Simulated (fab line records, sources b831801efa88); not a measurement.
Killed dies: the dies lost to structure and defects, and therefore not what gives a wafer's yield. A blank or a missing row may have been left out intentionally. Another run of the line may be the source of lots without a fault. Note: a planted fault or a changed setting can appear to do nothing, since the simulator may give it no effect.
fab line records -- flow sky130
record lots=6, wafers=18, lastDay=50
route steps=708 shown METAL2@503 VIA2@507 PAD_OPEN@708
lots untouched by any fault: they come from a run of this same line in which no faults occurred
startH: hours from the record's first day to the start of the lot's first wafer shown -- waitH: how many hours have passed since the lot's step before this one -- " as in the row above -- L1.1+2: a single row standing in for several wafers -- - either no value or no given start -- * or withheld: withheld -- < > ~ a bound
route shown NAME@n: names a module that has steps shown in the file, with the first one's number in the route -- usual: mean and standard deviation over wafers with no fault -- same: alike in all rows -- chamber/n: place in a boat -- sites: the reading at each site -- _std_site: their standard deviation -- _edge_site: the outer-site mean with the inner-site mean subtracted -- radiusMm: how far each site lies from the wafer's centre -- mask NAME#n: copy n -- behind: the tool/chamber that last shaped the wafer -- hold: why the lot went on hold/how many hours it stayed there/how the hold came to an end -- device: names the non-switching transistor (n, p or np) -- end of line: tests of these same wafers at the route's end -- a step with no rows: only its recipe -- killed: not the wafer's yield, but the dies lost to structure and defects at the first sort -- map: dies across one wafer; x = killed, . = not, _ = none there
set.NAME: setting as actually run; set.NAME@STEP: the setting as run at that earlier step -- model.NAME: the simulator's own value behind a step, which no gauge read
lots at some steps of the route; a table a step, a row a wafer
services: the hour from which a tool's chamber was out of use, counted from the record's first day as startH (under 0 if before that day), plus the number of hours and why
## steps
# step SKY_METAL2_STRIP_20
# recipe chemistry=O2/N2, powerW=1400, pressureMtorr=1500, platenTempC=withheld, o2FlowSccm=3000, n2FlowSccm=300, overashFraction=0.5
# usual drypumpMotorCurrentA=5.6/0.51, oesProductAu=0.343/0.0049, stripTimeToEndpointS=2.68/0.034
lot.wafer,tool,chamber,startH,waitH,drypumpMotorCurrentA,oesProductAu,rfHoursCounterH,stripTimeToEndpointS
L895.2,plasmaAsher-03,1,878.43,0.1,5.3,0.338,102,2.61
L895.3,plasmaAsher-03,1,878.43,0.1,5.3,0.345,-,2.64
L895.5,plasmaAsher-03,0,878.43,0.1,5.5,0.333,-,2.64
L897.2,plasmaAsher-02,0,890.76,0.1,6.3,0.340,46,2.69
L897.4,plasmaAsher-02,0,890.76,0.1,6.3,0.344,-,2.67
L897.6,plasmaAsher-02,1,890.76,0.1,5.6,0.349,-,2.68
L904.3,plasmaAsher-02,0,942.00,0.1,6.3,0.339,-,2.72
L904.4,plasmaAsher-02,1,942.00,0.1,5.6,0.352,-,2.67
L904.6,plasmaAsher-02,0,942.00,0.1,6.3,0.346,-,2.65
L906.3,plasmaAsher-02,1,950.83,0.1,5.6,0.343,-,2.64
L906.4,plasmaAsher-02,0,950.83,0.1,6.3,0.347,-,2.66
L906.6,plasmaAsher-02,1,950.83,0.1,5.6,0.338,-,2.65
L905.2,plasmaAsher-03,0,951.66,0.1,5.5,0.340,109,2.68
L905.4,plasmaAsher-03,1,951.66,0.1,5.3,0.337,-,2.72
L905.6,plasmaAsher-03,1,951.66,0.1,5.3,0.342,-,2.69
L911.1,plasmaAsher-02,1,994.70,0.1,5.6,0.339,56,2.67
L911.5,plasmaAsher-02,0,994.70,0.1,6.3,0.341,-,2.65
L911.6,plasmaAsher-02,1,994.70,0.1,5.6,0.338,-,2.63
# step SKY_METAL2_STRIP_21
# recipe chemistry=postEtchResidueRemover, timeS=1200, tempC=72.5
# step SKY_METAL2_CLEAN_22
# recipe chemistry=IPA, timeS=180, tempC=25
# step SKY_METAL2_CLEAN_23
# recipe chemistry=O3/DIW, dry=n2Spin
# step SKY_VIA2_HDPCVD_00
# recipe material=SiO2, targetThkNm=1180, sigmaOpenFrac=0.3, timeS=196.7, tempC=400, sih4FlowSccm=60, pressureMtorr=6
# step SKY_VIA2_THK_MEAS_01
# recipe reads=SiO2_of_VIA2_HDPCVD_00
# usual VIA2_HDPCVD_THK=1180/12
lot.wafer,tool,chamber,startH,waitH,VIA2_HDPCVD_THK[nm]
L895.2,filmMetro-02,-,879.20,0.1,1205
L895.3,filmMetro-02,-,879.20,0.1,1170
L895.5,filmMetro-02,-,879.20,0.1,1181
L897.2,filmMetro-01,-,891.61,0.1,1179
L897.4,filmMetro-01,-,891.61,0.1,1176
L897.6,filmMetro-01,-,891.61,0.1,1174
L904.3,filmMetro-02,-,942.71,0.1,1195
L904.4,filmMetro-02,-,942.71,0.1,1190
L904.6,filmMetro-02,-,942.71,0.1,1188
L906.3,filmMetro-01,-,951.57,0.1,1153
L906.4,filmMetro-01,-,951.57,0.1,1171
L906.6,filmMetro-01,-,951.57,0.1,1147
L905.2,filmMetro-02,-,952.40,0.1,1183
L905.4,filmMetro-02,-,952.40,0.1,1165
L905.6,filmMetro-02,-,952.40,0.1,1175
L911.1,filmMetro-03,-,995.46,0.1,1163
L911.5,filmMetro-03,-,995.46,0.1,1187
L911.6,filmMetro-03,-,995.46,0.1,1164
# step SKY_VIA2_CMP_02
# recipe material=SiO2, downForcePsi=4, platenRpm=60, padVelocityMS=0.94248
# usual motorCurrentA=12.3/0.96, platenRpm=60.00/0.042
lot.wafer,tool,chamber,startH,waitH,motorCurrentA,platenRpm
L895.2,cmp-02,2,879.25,0.0,11.3,60.01
L895.3,cmp-02,3,879.25,0.0,10.7,60.05
L895.5,cmp-02,2,879.25,0.0,11.8,59.99
L897.2,cmp-01,3,891.71,0.1,12.2,59.98
L897.4,cmp-01,1,891.71,0.1,11.6,59.97
L897.6,cmp-01,2,891.71,0.1,14.0,59.97
L904.3,cmp-02,0,942.80,0.1,14.1,60.02
L904.4,cmp-02,2,942.80,0.1,12.2,60.07
L904.6,cmp-02,3,942.80,0.1,10.6,60.00
L906.3,cmp-02,2,951.66,0.1,12.0,59.99
L906.4,cmp-02,3,951.66,0.1,11.0,59.97
L906.6,cmp-02,2,951.66,0.1,10.8,59.99
L905.4,cmp-01,3,952.60,0.2,11.9,59.98
L905.2,cmp-01,1,952.60,0.2,11.3,59.96
L905.6,cmp-01,3,952.60,0.2,11.7,60.02
L911.1,cmp-01,0,995.62,0.1,13.1,59.95
L911.5,cmp-01,2,995.62,0.1,13.4,60.07
L911.6,cmp-01,3,995.62,0.1,11.9,60.02
# step SKY_VIA2_BOW_MEAS_03
# recipe mode=bow
# usual VIA2_BOW=86/7
lot.wafer,tool,chamber,startH,waitH,VIA2_BOW[um]
L895.2,filmMetro-02,-,879.57,0.3,89
L895.3,filmMetro-02,-,879.57,0.3,86
L895.5,filmMetro-02,-,879.57,0.3,84
L897.2,filmMetro-02,-,891.98,0.2,101
L897.4,filmMetro-02,-,891.98,0.2,78
L897.6,filmMetro-02,-,891.98,0.2,87
L904.3,filmMetro-01,-,943.09,0.2,86
L904.4,filmMetro-01,-,943.09,0.2,70
L904.6,filmMetro-01,-,943.09,0.2,80
L906.3,filmMetro-02,-,951.95,0.2,90
L906.4,filmMetro-02,-,951.95,0.2,79
L906.6,filmMetro-02,-,951.95,0.2,95
L905.2,filmMetro-02,-,952.87,0.1,80
L905.4,filmMetro-02,-,952.87,0.1,74
L905.6,filmMetro-02,-,952.87,0.1,89
L911.1,filmMetro-02,-,995.82,0.1,94
L911.5,filmMetro-02,-,995.82,0.1,87
L911.6,filmMetro-02,-,995.82,0.1,94
# step SKY_VIA2_DEHYDRATE_04
# recipe tempC=200, timeS=60
# step SKY_VIA2_HMDS_05
# recipe primeTimeS=60, primeTempC=120
# step SKY_VIA2_COAT_06
# recipe resist=BARC, tempC=withheld, timeS=withheld, spinRpm=3000, resistThkNm=60
# step SKY_VIA2_COAT_07
# recipe resist=KrF-thick, spinRpm=3000, resistThkNm=450
# step SKY_VIA2_SOFTBAKE_08
# recipe tempC=100, timeS=90, resist=KrF-thick
# usual exhaustPa=45.0/0.93, heaterPowerTotalW=57.35/0.12, plateTempC=100.00/0.13, runLengthS=119.12/0.2
lot.wafer,tool,chamber,startH,waitH,exhaustPa,heaterPowerTotalW,plateTempC,runLengthS
L895.2,lithoTrack-04,0,893,-,45.6,57.36,99.96,119.07
L895.3,lithoTrack-04,0,893,-,45.7,57.60,99.95,119.10
L895.5,lithoTrack-04,0,893,-,46.6,57.36,99.89,119.06
L897.2,lithoTrack-01,0,904,-,44.7,57.40,100.02,119.23
L897.4,lithoTrack-01,0,904,-,43.6,57.27,100.02,119.25
L897.6,lithoTrack-01,0,904,-,44.7,57.27,99.98,119.15
L904.3,lithoTrack-01,0,954,-,45.7,59.70,-,108.82
L904.4,lithoTrack-01,0,954,-,46.6,59.53,-,108.85
L904.6,lithoTrack-01,0,954,-,45.2,59.78,-,108.91
L906.3,lithoTrack-04,0,963,-,46.1,57.21,100.18,119.50
L906.4,lithoTrack-04,0,963,-,45.6,57.23,99.90,119.18
L906.6,lithoTrack-04,0,963,-,44.2,57.40,100.12,119.07
L905.2,lithoTrack-01,0,964,-,44.9,59.49,-,108.86
L905.4,lithoTrack-01,0,964,-,43.6,59.40,-,109.08
L905.6,lithoTrack-01,0,964,-,45.5,59.65,-,108.78
L911.1,lithoTrack-03,0,1006,-,45.1,57.39,100.30,118.84
L911.5,lithoTrack-03,0,1006,-,46.1,57.26,100.11,118.85
L911.6,lithoTrack-03,0,1007,-,46.7,57.14,100.09,118.78
# step SKY_VIA2_EXPOSE_09
# recipe maskId=VIM2, na=0.8, sourceShape=annular, sigmaInner=0.55, sigmaOuter=0.85, targetCdNm=200, doseMj=38
# step SKY_PAD_OPEN_PROBE_99
# usual defectLimitedYield=83.0/2, killed_at_M0_to_M3=43/7.1, killed_at_M4_up=3.1/1.7, killedAtContacts=23/5.1, killedAtFrontEnd=14/4.4, killedAtOther=0.3/0.47, killedDies=84/9.9, killedOpen=45/6.6, killedShort=38/6.8, sort_bin_3_pad_short=0.8/0.4, sort_bin_5_function=10.1/1.4, sort_bin_6_memory=6.1/1.2, sortNPass=408/9.9, sortYieldPct=83.0/2
# same grossDies=492, killedAtBackSide=0, sort_bin_4_leakage[%]=0, sort_bin_8_speed[%]=0
lot.wafer,tool,chamber,startH,waitH,defectLimitedYield[%],killed_at_M0_to_M3,killed_at_M4_up,killedAtContacts,killedAtFrontEnd,killedAtOther,killedDies,killedOpen,killedShort,sort_bin_3_pad_short[%],sort_bin_5_function[%],sort_bin_6_memory[%],sortNPass,sortYieldPct[%]
L895.2,prober-01,-,1122.33,0.1,82.1,41,7,26,14,0,88,47,41,0.6,10.4,6.9,404,82.1
L895.3,prober-01,-,1122.38,0.2,78.7,54,3,32,16,0,105,53,52,1.0,12.4,7.9,387,78.7
L895.5,prober-01,-,1122.48,0.2,83.7,45,2,19,12,2,80,44,36,0.2,10.0,6.1,412,83.7
L905.2,prober-01,-,1178.23,0.1,84.8,43,1,24,7,0,75,43,32,0.4,9.3,5.5,417,84.8
L905.4,prober-01,-,1178.33,0.2,79.1,64,3,19,17,0,103,53,50,0.6,12.4,7.9,389,79.1
L905.6,prober-01,-,1178.43,0.2,80.7,44,2,29,19,1,95,39,56,1.4,8.7,9.1,397,80.7
# killed by level:class
L895.2 VIA1:geometricParticle:open=9 LI_CONTACT:geometricParticle:open=7 VIA2:geometricParticle:open=7 CONTACT:geometricParticle:open=6 METAL4:geometricParticle:short=5 LI_CONTACT:geometricParticle:short=5 LOCAL_INTERCONNECT:geometricParticle:short=5 FIELD_ISO:geometricParticle:open=4
L895.3 CONTACT:geometricParticle:open=13 VIA1:geometricParticle:open=9 METAL1:geometricParticle:short=8 CONTACT:geometricParticle:short=7 VIA2:geometricParticle:short=6 VIA3:geometricParticle:open=6 POLY_GATE:geometricParticle:open=5 LI_CONTACT:geometricParticle:open=5
L895.5 VIA1:geometricParticle:open=10 CONTACT:geometricParticle:open=8 VIA3:geometricParticle:open=8 CONTACT:geometricParticle:short=6 VIA2:geometricParticle:open=6 VIA1:geometricParticle:short=5 METAL3:geometricParticle:short=3 METAL1:geometricParticle:open=3
L905.2 VIA3:geometricParticle:open=9 CONTACT:geometricParticle:open=9 LI_CONTACT:geometricParticle:open=6 VIA1:geometricParticle:open=6 METAL3:geometricParticle:short=6 CONTACT:geometricParticle:short=5 METAL2:geometricParticle:short=5 VIA2:geometricParticle:open=5
L905.4 VIA1:geometricParticle:open=18 VIA2:geometricParticle:open=9 LOCAL_INTERCONNECT:geometricParticle:short=7 METAL2:geometricParticle:short=7 VIA3:geometricParticle:open=6 CONTACT:geometricParticle:open=5 VIA1:geometricParticle:short=5 METAL3:geometricParticle:short=5
L905.6 LOCAL_INTERCONNECT:geometricParticle:short=12 FIELD_ISO:geometricParticle:short=8 CONTACT:geometricParticle:open=8 METAL2:geometricParticle:short=7 VIA3:geometricParticle:short=7 VIA3:geometricParticle:open=7 VIA1:geometricParticle:open=6 LI_CONTACT:geometricParticle:open=4
## services
tool,chamber,startH,hours,kind
cmp-02,-,863.62,8.1,pm
cmp-01,-,871.73,7.7,pm
cmp-02,-,880.56,7.6,pm
cmp-02,-,912.02,4.0,pm
cmp-02,-,914.58,6.1,repair
cmp-02,-,916.02,-,consumableReplace:conditioner
cmp-02,-,916.02,-,consumableReplace:pad
cmp-02,-,926.61,0.6,repair
cmp-02,-,938.89,0.2,repair
plasmaAsher-02,-,938.96,2.8,pm
plasmaAsher-02,-,986.51,2.1,repair
## key
firstSign step=SKY_VIA2_SOFTBAKE_08, reading=runLengthS, direction=down, sigmas=52, usual=*, struck=*
effect step=SKY_VIA2_SOFTBAKE_08, reading=heaterPowerTotalW, direction=up, sigmas=18, usual=*, struck=*
metAt SKY_VIA2_SOFTBAKE_08
struckWafers L904.3,L904.4,L904.6,L905.2,L905.4,L905.6
onsetBetween 904 954
fault kind=processParameterDrift, tool=lithoTrack-01, chamber=-, onsetH=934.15, steps=SKY_VIA2_SOFTBAKE_08, channel=timeS, offset=*, shape=step, endH=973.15, actsIn=*, stated=*
